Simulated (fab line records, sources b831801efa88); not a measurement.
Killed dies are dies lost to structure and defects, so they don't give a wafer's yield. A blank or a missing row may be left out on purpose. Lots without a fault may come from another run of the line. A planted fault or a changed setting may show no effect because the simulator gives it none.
Which tool did it? | flow gf180mcu | 12 lots, 36 wafers sampled, at 2 steps of a route of 602

WHAT THE GAUGES READ, wafer by wafer
GF_V1_RS_MEAS_24: measures by four-point-probe. Usual: V1_W_RS 0.327 ohm/sq, standard deviation 0.0033.
lot  | measured     | on            | V1_W_RS (ohm/sq)  | flag
L164 | day 18 03:37 | film_metro-02 | 0.332 0.328 0.330 |
L168 | day 19 17:18 | film_metro-01 | 0.331 0.332 0.330 |
L171 | day 21 00:01 | film_metro-01 | 0.329 0.328 0.329 |
L170 | day 21 04:40 | film_metro-01 | 0.330 0.325 0.328 |
L172 | day 21 12:58 | film_metro-03 | 0.327 0.326 0.334 |
L173 | day 22 17:18 | film_metro-01 | 0.330 0.332 0.332 |
L175 | day 23 08:25 | film_metro-01 | 0.324 0.323 0.323 |
L177 | day 24 07:32 | film_metro-01 | 0.324 0.328 0.327 |
L180 | day 24 12:53 | film_metro-01 | 0.323 0.322 0.325 |
L179 | day 24 14:38 | film_metro-01 | 0.331 0.329 0.325 |
L182 | day 25 08:37 | film_metro-01 | 0.329 0.326 0.328 |
L186 | day 26 03:38 | film_metro-03 | 0.332 0.332 0.328 |

GF_V2_THK_MEAS_03. Usual: V2_CVD_02_THK 849 nm, standard deviation 10.
lot  | measured     | on            | V2_CVD_02_THK (nm) | flag
L164 | day 19 04:53 | film_metro-02 | 841 858 856        |
L168 | day 20 19:28 | film_metro-02 | 838 856 861        |
L171 | day 22 00:35 | film_metro-03 | 829 831 841        |
L170 | day 22 05:57 | film_metro-04 | 851 872 862        |
L172 | day 22 13:54 | film_metro-04 | 855 857 862        |
L173 | day 23 18:17 | film_metro-04 | 843 838 861        |
L175 | day 24 08:44 | film_metro-02 | 832 847 844        |
L177 | day 25 07:17 | film_metro-04 | 846 852 842        |
L180 | day 25 12:17 | film_metro-03 | 842 853 855        |
L179 | day 25 14:02 | film_metro-02 | 849 841 864        |
L182 | day 26 07:50 | film_metro-02 | 839 846 854        |
L186 | day 27 02:07 | film_metro-03 | 843 848 867        |

WHICH TOOL RAN EACH LOT (tool, then ch and the chambers of the sampled wafers, then the start)
The record holds no process step before these readings.

WHAT THE TOOLS THEMSELVES READ (means of the sampled wafers that have a number; where no wafer has one, the mark that the record gives instead)
The record holds no such reading with a usual standard deviation.

THE ANSWER, worked out from the rows above alone
Rule: a lot is off if the mean of its wafers that have a number lies more than 3 standard deviations from the usual mean. A lot without any number at a reading at which 4 lots or more have one is off too. The other lots that the step has rows for count as sound. The gauges are gone through in route order, then the tools' own readings, and for those a lot's mean is taken as printed above. The first step at which some lot is off is used, and at that step the reading that is off furthest; a lot without a number counts as furthest.
No lot is off at any reading shown: from this, nothing can be told.

WHAT THE SIMULATOR HAD PUT IN
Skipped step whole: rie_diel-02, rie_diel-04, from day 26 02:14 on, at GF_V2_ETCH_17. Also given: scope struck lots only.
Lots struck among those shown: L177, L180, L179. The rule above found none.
